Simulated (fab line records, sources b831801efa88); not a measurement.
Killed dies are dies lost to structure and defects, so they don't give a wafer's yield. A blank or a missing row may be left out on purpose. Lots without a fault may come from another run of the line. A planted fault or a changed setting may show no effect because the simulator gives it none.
Chamber matching | flow sky130 | SKY_POLY_CUT_ETCH_10 on rie_diel-02: 4 sister chambers
The step etches BARC in N2/H2, stops on SiO2, time 45.9 s, target depth 60 nm. 4 wafers are shown with their chamber, then 7 later ones without.

WAFERS WITH THEIR CHAMBER
wafer  | chamber | drypump_motor_current_A (A)
L284.2 | 3       | 5.6
L288.3 | 0       | 6.2
L291.3 | 2       | 6.3
L291.4 | 1       | 6.5

WAFERS WITHOUT THEIR CHAMBER
wafer  | drypump_motor_current_A (A)
L291.6 | 6.6
L292.3 | 6.6
L292.5 | 5.6
L292.6 | 6.3
L301.1 | 5.6
L301.2 | 6.3
L301.4 | 6.6

WHICH CHAMBER EACH WENT THROUGH
wafer  | from the rows above     | in truth
L291.6 | 1                       | 1
L292.3 | 1                       | 1
L292.5 | 3                       | 3
L292.6 | can't be placed: 2 or 0 | 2
L301.1 | 3                       | 3
L301.2 | can't be placed: 2 or 0 | 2
L301.4 | 1                       | 1
Placed correctly: 5 of 7. Can't be placed from these rows: 2 (the true chamber is among the candidates in 2). Placed wrongly: 0.
How it was worked out, from the rows above alone: a wafer's distance from a chamber is the root of the sum, over the readings, of the square of ((its reading less the chamber's mean) divided by the reading's scatter). The wafer belongs to the nearest chamber; if the next one is less than 2 further off, it can't be placed. A chamber's mean is the mean of its shown wafers. The scatter: with one shown wafer a chamber, the root of the mean of the squares of how far each hidden wafer lies from its nearest shown one.
